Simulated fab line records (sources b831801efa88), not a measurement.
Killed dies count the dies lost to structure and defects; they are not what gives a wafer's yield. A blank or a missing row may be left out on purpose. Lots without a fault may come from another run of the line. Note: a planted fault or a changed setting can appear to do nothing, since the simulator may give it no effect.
Problem report, 8D (eight disciplines) form, completed by code || flow gf180mcu || the parts of the form that need people (team, actions taken, sign-off) are left out

## 1. PROBLEM STATEMENT
Wafers without a fault read 40.003, standard deviation 0.01; beamEnergyKeV at GF_PSD_IMPLANT_09 reads a mean of 40.684 on 6 wafers belonging to 2 lots. Measured from the usual mean, that is +68 standard deviations.
First observed at day 19 07:34: wafer L771.1, on implanter-01. At this step, 36 wafers from 12 lots have a number in the record. Rule for "out", or "out of limits": more than 4 standard deviations from the usual mean. All remaining wafers that have a number are taken as sound.

## 2. WHAT IT IS; WHAT IT IS NOT
{"question": "which readings at this step", "is": "beamEnergyKeV", "is not": "-"}
{"question": "which lots", "is": "L771, L772", "is not": "L757, L760, L763, L764, L765, L766, L767, L770, L779, L780"}
{"question": "which wafers of those lots", "is": "all that have a number", "is not": "-"}
{"question": "read on which tools", "is": "implanter-01", "is not": "implanter-03, implanter-04"}
{"question": "when", "is": "from day 19 07:34", "is not": "up to then (24 sound wafers); but 6 sound wafers of L779, L780 came after"}

## 3. SUSPECTS, AND WHAT RULES EACH OUT
Counting: a tool stays on the suspect list if, at a process step up to the reading, it processed all lots that are out and no sound lot following the first of them.
- implanter-01 at GF_PSD_IMPLANT_09: kept. All lots that are out passed through it, beginning with L771 at day 19 07:34, and no sound lot followed; its final sound lot before that point was L767 at day 18 00:29. On those wafers its own readings are out: beamEnergyKeV.
Remaining after the count: implanter-01 at GF_PSD_IMPLANT_09.

## 4. THE CAUSE (what the simulator had put in)
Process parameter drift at GF_PSD_IMPLANT_09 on implanter-01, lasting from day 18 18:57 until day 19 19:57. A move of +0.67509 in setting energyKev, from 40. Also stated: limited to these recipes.
The count eliminated every tool but this one.

## 5. THE EFFECT CHAIN, in route order
Rows list readings where the struck wafers' mean (over those with a number) sits beyond 3 standard deviations from the usual. Readings are gone through only where the record gives a usual standard deviation; hours: the median, over the lots, of the time from a lot's start at the first step in this table giving one to that lot's start at this step; sigmas: the change measured in usual standard deviations.
{"hours": 0, "step": "GF_PSD_IMPLANT_09", "reading": "beamEnergyKeV", "usual": 40.003, "on struck wafers": 40.684, "change": "+0.681", "sigmas": "+68"}
It contains these process steps:
- GF_PSD_IMPLANT_09
Later measuring or inspecting steps at which every struck wafer that the step has a row for has a number for every such reading, and none has moved that far: GF_PSD_RS_MEAS_15, GF_SAB_THK_MEAS_01.

## 6. HOW IT WOULD HAVE BEEN CAUGHT EARLIER
13 hours passed between the start of the fault at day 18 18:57 and the first reading out of limits in this record, taken at day 19 07:34.
